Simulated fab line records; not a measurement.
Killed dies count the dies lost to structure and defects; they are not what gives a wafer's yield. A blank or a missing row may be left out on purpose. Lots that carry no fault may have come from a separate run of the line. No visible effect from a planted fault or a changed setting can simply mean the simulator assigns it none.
8D (eight disciplines) problem report, filled in by code | flow gf180mcu | the parts of the form that need people (team, actions taken, sign-off) are left out

1. THE PROBLEM
At GF_V4_CMP_04, timeToEndpointS averages 50 s over 2 wafers from 2 lots, while fault-free wafers read 80 s, standard deviation 5.6. That is -5.3 standard deviations from the usual mean.
The step: polishes SiO2.
Seen first at day 27 22:35 on cmp-01, wafer L501.1. Wafers with a number at this step in the record: 35, from 12 lots. The rule behind "out" and "out of limits": a value lying over 4 standard deviations away from the usual mean. The other wafers with a number count as sound.

2. WHAT IT IS AND WHAT IT IS NOT
question                    | is                | is not
which readings at this step | timeToEndpointS   | motorCurrentA
which lots                  | L501, L502        | L488, L490, L493, L494, L495, L496, L497, L498, L499, L510
which wafers of those lots  | L501.1, L502.2    | L501.3, L501.6, L502.4
read on which tools         | cmp-01            | cmp-02
when                        | from day 27 22:35 | up to then (29 sound wafers); but 4 sound wafers of L502, L510 came after

3. SUSPECTS, AND WHAT RULES EACH OUT
Counting: a tool at a process step up to the reading stays a suspect if it ran every lot that is out. Sound lots after the first of them don't rule it out here, since some wafers of a struck lot are sound.
- cvdW-02 at GF_V3_CVD_23 (deposits W, target thk 350 nm, time 104.9 s): kept. It ran every lot that is out, first L501 (day 27 00:51); its last sound lot up to then is L498 (day 26 05:18).
- cmp-01 at GF_V4_CMP_04 (polishes SiO2): kept. It ran every lot that is out, first L501 (day 27 22:35); its last sound lot up to then is L499 (day 27 04:43). Out on those wafers are its own readings of timeToEndpointS.
Left after counting: cvdW-02 at GF_V3_CVD_23, cmp-01 at GF_V4_CMP_04.

4. THE CAUSE (what the simulator had put in)
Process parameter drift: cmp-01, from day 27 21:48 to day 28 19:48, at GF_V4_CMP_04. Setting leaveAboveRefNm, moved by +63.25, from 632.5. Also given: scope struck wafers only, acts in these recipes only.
Counting leaves 2 suspects; this tool is one of them.

5. SEQUENCE OF EFFECTS, ordered by route
Each row: a reading whose mean over the struck wafers that have a number lies more than 3 standard deviations from the usual. Only readings whose record carries a usual standard deviation are examined. hours: median over the lots of the time between each lot's start at the first step of this table that gives one and its start at this step. sigmas: the change, counted in usual standard deviations.
hours | step          | reading         | usual      | on struck wafers | change | sigmas
0     | GF_V4_CMP_04  | timeToEndpointS | 80 s       | 50               | -30    | -5.3
-     | GF_V4_ETCH_17 | oesProductAu    | 0.856 a.u. | 0.904            | +0.048 | +9.6
Process steps it contains:
- GF_V4_CMP_04: polishes SiO2.
- GF_V4_ETCH_17: etches SiO2 in C4F8/O2/Ar, stops on TiN, target depth 630 nm.

6. HOW IT WOULD HAVE BEEN CAUGHT EARLIER
In this record the first reading out of limits was taken at day 27 22:35, 1 hour after the fault began at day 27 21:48.
